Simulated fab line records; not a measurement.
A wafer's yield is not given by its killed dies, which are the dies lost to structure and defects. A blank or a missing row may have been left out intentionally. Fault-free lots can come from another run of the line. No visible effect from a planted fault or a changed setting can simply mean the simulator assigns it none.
Chamber matching	flow gf180mcu	GF_V2_CMP_04 on cmp-01 has 4 sister chambers
The step polishes SiO2. 4 wafers are shown with their chamber, then 12 later ones without.

## WAFERS, EACH WITH ITS CHAMBER
wafer	chamber	motor_current_A (A)
L083.2	0	12.5
L086.4	1	9.5
L086.5	3	12.7
L086.6	2	11.0

## WAFERS WITH NO CHAMBER GIVEN
wafer	motor_current_A (A)
L091.3	12.8
L091.4	10.5
L091.6	12.6
L094.1	12.3
L094.2	10.9
L094.5	9.4
L097.2	10.6
L097.3	9.6
L097.4	12.4
L097.1	12.4
L097.5	11.6
L097.6	10.9

## THE CHAMBER EACH PASSED THROUGH
wafer	from the rows above	in truth
L091.3	can't be placed: 3 or 0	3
L091.4	can't be placed: 2 or 1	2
L091.6	can't be placed: 0 or 3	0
L094.1	can't be placed: 0 or 3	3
L094.2	2	2
L094.5	1	1
L097.2	2	2
L097.3	1	1
L097.4	can't be placed: 0 or 3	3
L097.1	can't be placed: 0 or 3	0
L097.5	can't be placed: 2 or 0 or 3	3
L097.6	2	2
5 of 12 placed correctly. These rows do not allow placing 7 (true chamber among the candidates in 7). 0 placed wrongly.
How it was worked out, from the rows above alone: a wafer's distance from a chamber is the root of the sum, over the readings, of the square of ((its reading less the chamber's mean) divided by the reading's scatter). If the next closest chamber is less than 2 further off than the closest, the wafer can't be placed; otherwise it belongs to the closest. Each chamber's mean is taken over the wafers shown for it. The scatter: root of mean squared gap, hidden wafer to nearest shown wafer, with one shown wafer a chamber.
